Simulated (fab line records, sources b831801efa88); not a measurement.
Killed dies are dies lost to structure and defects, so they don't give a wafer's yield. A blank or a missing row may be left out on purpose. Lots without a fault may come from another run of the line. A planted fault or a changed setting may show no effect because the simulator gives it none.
Chamber matching | flow sky130 | SKY_LI_CONTACT_CMP_02 on cmp-01: 4 sister chambers
The step polishes PSG. 16 wafers are shown with their chamber, then 8 later ones without.

WAFERS WITH THEIR CHAMBER
wafer  | chamber | motor_current_A (A) | time_to_endpoint_s (s)
L742.1 | 3       | 13.6                | 30.9
L742.5 | 2       | 12.1                | 30.0
L742.6 | 1       | 12.0                | 34.8
L745.1 | 3       | 14.0                | 32.4
L745.2 | 2       | 12.2                | 26.2
L745.5 | 0       | 12.4                | 30.6
L747.2 | 1       | 12.1                | 35.7
L747.3 | 2       | 12.6                | 30.1
L747.6 | 1       | 12.7                | 38.8
L748.1 | 1       | 12.1                | 34.9
L748.5 | 1       | 13.0                | 36.2
L748.6 | 0       | 12.4                | 34.5
L749.2 | 3       | 14.1                | 32.6
L749.3 | 0       | 12.3                | 30.7
L749.6 | 1       | 13.1                | 36.7
L754.1 | 0       | 12.2                | 32.7

SIGNATURES (means of the wafers above)
reading            | chamber 0 | chamber 1 | chamber 2 | chamber 3 | scatter within a chamber
motor_current_A    | 12.325    | 12.500    | 12.300    | 13.900    | 0.357
time_to_endpoint_s | 32.125    | 36.183    | 28.767    | 31.967    | 1.65
Rule: a wafer's distance from a chamber is the root of the sum, over the readings, of the square of ((its reading less the chamber's mean) divided by the reading's scatter). The wafer belongs to the nearest chamber; if the next one is less than 2 further off, it can't be placed. The scatter: the root of (the sum of the squares of (reading less its chamber's mean) over the shown wafers, divided by (wafers less chambers)).

WAFERS WITHOUT THEIR CHAMBER
wafer  | motor_current_A (A) | time_to_endpoint_s (s)
L754.2 | 14.2                | 35.5
L754.6 | 14.3                | 31.3
L760.1 | 12.8                | 33.2
L760.2 | 14.3                | 37.5
L760.6 | 12.7                | 32.3
L761.1 | 12.5                | 38.9
L761.2 | 13.5                | 36.5
L761.3 | 12.3                | 34.2

WHICH CHAMBER EACH WENT THROUGH
wafer  | from the rows above               | in truth
L754.2 | 3                                 | 3
L754.6 | 3                                 | 3
L760.1 | can't be placed: 0 or 1 or 2 or 3 | 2
L760.2 | can't be placed: 3 or 1           | 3
L760.6 | can't be placed: 0 or 2 or 1      | 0
L761.1 | 1                                 | 1
L761.2 | can't be placed: 1 or 3 or 0      | 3
L761.3 | can't be placed: 0 or 1           | 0
Placed correctly: 3 of 8. Can't be placed from these rows: 5 (the true chamber is among the candidates in 5). Placed wrongly: 0.
